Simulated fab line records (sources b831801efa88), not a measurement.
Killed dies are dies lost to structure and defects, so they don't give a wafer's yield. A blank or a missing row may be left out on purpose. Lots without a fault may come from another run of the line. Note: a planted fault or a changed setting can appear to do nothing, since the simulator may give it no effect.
One fault seen from 2 desks || flow gf180mcu || each desk holds nothing but its own numbers, with what lay behind them at the end

FROM THE METROLOGY DESK
What the gauges read, lot by lot, whatever tool the lot ran on: means of the sampled wafers that have a number. Marked OUT: a lot whose mean sits more than 4 standard deviations from the usual mean, which makes it out of limits; the brackets give that distance.
Columns: A = MVPSD_OVL at GF_MVPSD_OVL_MEAS_07, usual -0.8 nm; B = MVSD_RS at GF_VT_IMPLANT_RS_MEAS_46, usual 457.3 ohm/sq
{"lot": "L699", "first seen here": "day 5 02:44", "A": -1.7, "B": 457.6}
{"lot": "L700", "first seen here": "day 5 09:05", "A": -2.5, "B": 457.8}
{"lot": "L701", "first seen here": "day 5 12:30", "A": -1.2, "B": 458.2}
{"lot": "L703", "first seen here": "day 6 00:26", "A": -1.1, "B": 457.7}
{"lot": "L706", "first seen here": "day 7 02:02", "A": -0.7, "B": 457.4}
{"lot": "L707", "first seen here": "day 7 04:48", "A": 1.3, "B": 458.2}
{"lot": "L711", "first seen here": "day 8 02:38", "A": -2.0, "B": 457.5}
{"lot": "L712", "first seen here": "day 8 06:02", "A": -0.5, "B": 454.9}
{"lot": "L713", "first seen here": "day 8 13:27", "A": -2.3, "B": 456.2}
{"lot": "L715", "first seen here": "day 8 20:38", "A": -1.1, "B": 456.8}
{"lot": "L717", "first seen here": "day 9 10:47", "A": -0.3, "B": 458.1}
{"lot": "L721", "first seen here": "day 10 08:17", "A": -1.2, "B": 457.8}
{"lot": "L722", "first seen here": "day 10 15:15", "A": -0.2, "B": 456.1}
Result from this desk: across the 13 lots, nothing is out of limits.

TOOL OWNER'S DESK, plasma asher-03
The tool's own readings at GF_VT_IMPLANT_STRIP_31 (strips in O2/N2): means of the sampled wafers that have a number, for each lot that ran on this tool. Marked OUT: a lot whose mean sits more than 4 standard deviations from the usual mean, which makes it out of limits; the brackets give that distance.
Columns: A = drypump motor current A at GF_VT_IMPLANT_STRIP_31, usual 5.8 A; B = heater power w at GF_VT_IMPLANT_STRIP_31, usual 327 W; C = o2 flow sccm at GF_VT_IMPLANT_STRIP_31, usual 3000 sccm; D = oes product au at GF_VT_IMPLANT_STRIP_31, usual 0.716 a.u.; E = platen temp c at GF_VT_IMPLANT_STRIP_31, usual 250.01 C; F = strip time to endpoint s at GF_VT_IMPLANT_STRIP_31, usual 12.63 s
{"lot": "L699", "first seen here": "day 6 23:55", "A": 5.8, "B": 310, "C": 2992, "D": 0.719, "E": 250.02, "F": 12.71}
{"lot": "L701", "first seen here": "day 7 09:13", "A": 5.8, "B": 315, "C": 3008, "D": 0.717, "E": 249.94, "F": 12.63}
{"lot": "L706", "first seen here": "day 9 01:28", "A": 5.7, "B": 313, "C": 3007, "D": 0.716, "E": 249.96, "F": 12.66}
{"lot": "L707", "first seen here": "day 9 04:33", "A": 5.8, "B": 296, "C": 2996, "D": "0.666 (-11) OUT", "E": "244.42 (-35) OUT", "F": "14.14 (+43) OUT"}
{"lot": "L711", "first seen here": "day 10 04:39", "A": 5.7, "B": 300, "C": 3004, "D": "0.668 (-11) OUT", "E": "244.11 (-37) OUT", "F": "14.13 (+43) OUT"}
Finding of this desk: L707, L711 out of limits; the first was L707 at day 9 04:33, on oes product au at GF_VT_IMPLANT_STRIP_31. In limits: L699, L701, L706.

BROUGHT TOGETHER
The tool owner's desk could have raised an alarm at day 9 04:33, on L707, L711.
From the metrology desk's view, nothing was out of limits.
The metrology desk has L707, L711 on record, within its limits.
GF_VT_IMPLANT_STRIP_31 was run on plasma asher-03 by each of the lots named.

WHAT THE SIMULATOR HAD PUT IN
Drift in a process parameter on plasma asher-03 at GF_VT_IMPLANT_STRIP_31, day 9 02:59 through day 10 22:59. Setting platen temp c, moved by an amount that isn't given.
Lots struck among those shown: L707, L711.
Time in hours from fault onset to the first out-of-limits reading at each desk: the tool owner's desk, 2.
